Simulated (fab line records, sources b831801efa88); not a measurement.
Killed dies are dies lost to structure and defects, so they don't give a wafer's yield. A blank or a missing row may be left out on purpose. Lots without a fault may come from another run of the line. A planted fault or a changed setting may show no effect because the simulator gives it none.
A struck lot beside a sound one | flow sfq_line | 14 steps out of a route of 325
Sound: wafers L244.1, L244.2, L244.4. Struck: wafer L242.3. (L242.5 of the same lot was not struck and is left out.) The cause comes at the end.
At each step with rows: each side's tool, then ch and its chambers, then its first start. Under that, the readings that differ: sound wafers | struck wafers | difference of the means | sigmas: that difference in standard deviations of wafers without a fault.
alike: readings whose means differ by less than 2 such deviations, and words and numbers that are the same on both sides. not compared: withheld readings, readings that some wafer has no value for, bounds like >300 that may hide the same value, and numbers for which the record gives no deviation and whose values overlap.
The two part at a step that has a row with sigmas, a row that says differs or no value, or rows on one side only. Numbers that don't overlap but have no deviation are shown without sigmas and don't part them. A reading that every wafer of one side lacks parts them only if that side has two wafers or more.

first, 2 steps without rows for these wafers: SFQ_TRILAYER_I0_VIA_STRIP_SOLV_CLEAN_036 (cleans in NMP, time 600 s); SFQ_TRILAYER_M1_DEP_PRE_CLEAN_038 (time 22.5 s).
SFQ_TRILAYER_M1_DEP_SPUTTER_037: material Nb, target thk 200 nm, time 133.3 s.
  sound on pvd_sputter-03, day 26 22:18; struck on pvd_sputter-03, day 25 15:42
  alike: resputter_cathode_voltage_v, throttle_valve_pct
SFQ_M1_RS_MEAS_909: measures by four-point-probe.
  sound on film_metro-04, day 26 22:23; struck on film_metro-04, day 25 15:50
  reading           | sound             | struck | difference | sigmas
  M1_NB_RS (ohm/sq) | 0.886 0.894 0.881 | 0.911  | +0.024     | +2
then, 6 steps without rows for these wafers: SFQ_TRILAYER_M1_LITHO_COAT_044 (resist thk 62 nm); SFQ_TRILAYER_M1_LITHO_COAT_039 (resist thk 600 nm); SFQ_TRILAYER_M1_LITHO_SOFTBAKE_043; SFQ_TRILAYER_M1_LITHO_EXPOSE_040 (exposes mask M1, target cd 500 nm); SFQ_TRILAYER_M1_LITHO_PEB_042 (peb time 60 s); SFQ_TRILAYER_M1_LITHO_DEVELOP_041 (time 60 s).
-- the record jumps here: 7 days lie between the struck wafers' starts before and after --
SFQ_M1_OVL_MEAS_911:
  sound on overlay-02, day 33 13:27; struck on overlay-01, day 32 09:38
  alike: M1_OVL
SFQ_TRILAYER_M1_BARC_OPEN_METAL_ETCH_054: etches BARC in O2, target depth 125 nm, time 41.7 s.
  sound on rie_metal-03 ch 0,1, day 33 13:29; struck on rie_metal-01 ch 1, day 32 09:41
  reading                                             | sound             | struck | difference | sigmas
  oes_product_au (a.u.)                               | 0.685 0.679 0.683 | 0.848  | +0.166     | +39
  run_length_s (s)                                    | 69.6 69.9 70.3    | 60.7   | -9.2       | -23
  model.KrF_of_TRILAYER_M1_LITHO_COAT_039.thk_nm (nm) | 521 519.1 522.6   | 534.7  | +13.8      |
  alike: drypump_motor_current_A
  not compared: rf_hours_counter_h
SFQ_TRILAYER_M1_ETCH_METAL_ETCH_042: etches Nb in Cl2/Ar, stops on SiO2, target depth 240 nm, time 120 s.
  sound on rie_metal-03 ch 0,1, day 33 13:33; struck on rie_metal-01 ch 1, day 32 09:46
  reading                                             | sound           | struck | difference | sigmas
  model.KrF_of_TRILAYER_M1_LITHO_COAT_039.thk_nm (nm) | 380.3 374 377.7 | 390.2  | +12.9      |
  alike: drypump_motor_current_A, oes_product_au, run_length_s
  not compared: rf_hours_counter_h
SFQ_TRILAYER_M1_STRIP_STRIP_043: strips in O2.
  sound on rie_metal-03 ch 0,1, day 33 13:40; struck on rie_metal-01 ch 1, day 32 10:03
  alike: drypump_motor_current_A, oes_product_au
  not compared: rf_hours_counter_h

WHERE THEY PART
First at SFQ_M1_RS_MEAS_909; last, within this record, at SFQ_TRILAYER_M1_BARC_OPEN_METAL_ETCH_054. Later steps at which nothing parts them and some readings are alike: SFQ_TRILAYER_M1_ETCH_METAL_ETCH_042, SFQ_TRILAYER_M1_STRIP_STRIP_043.

WHY: what the simulator had put in
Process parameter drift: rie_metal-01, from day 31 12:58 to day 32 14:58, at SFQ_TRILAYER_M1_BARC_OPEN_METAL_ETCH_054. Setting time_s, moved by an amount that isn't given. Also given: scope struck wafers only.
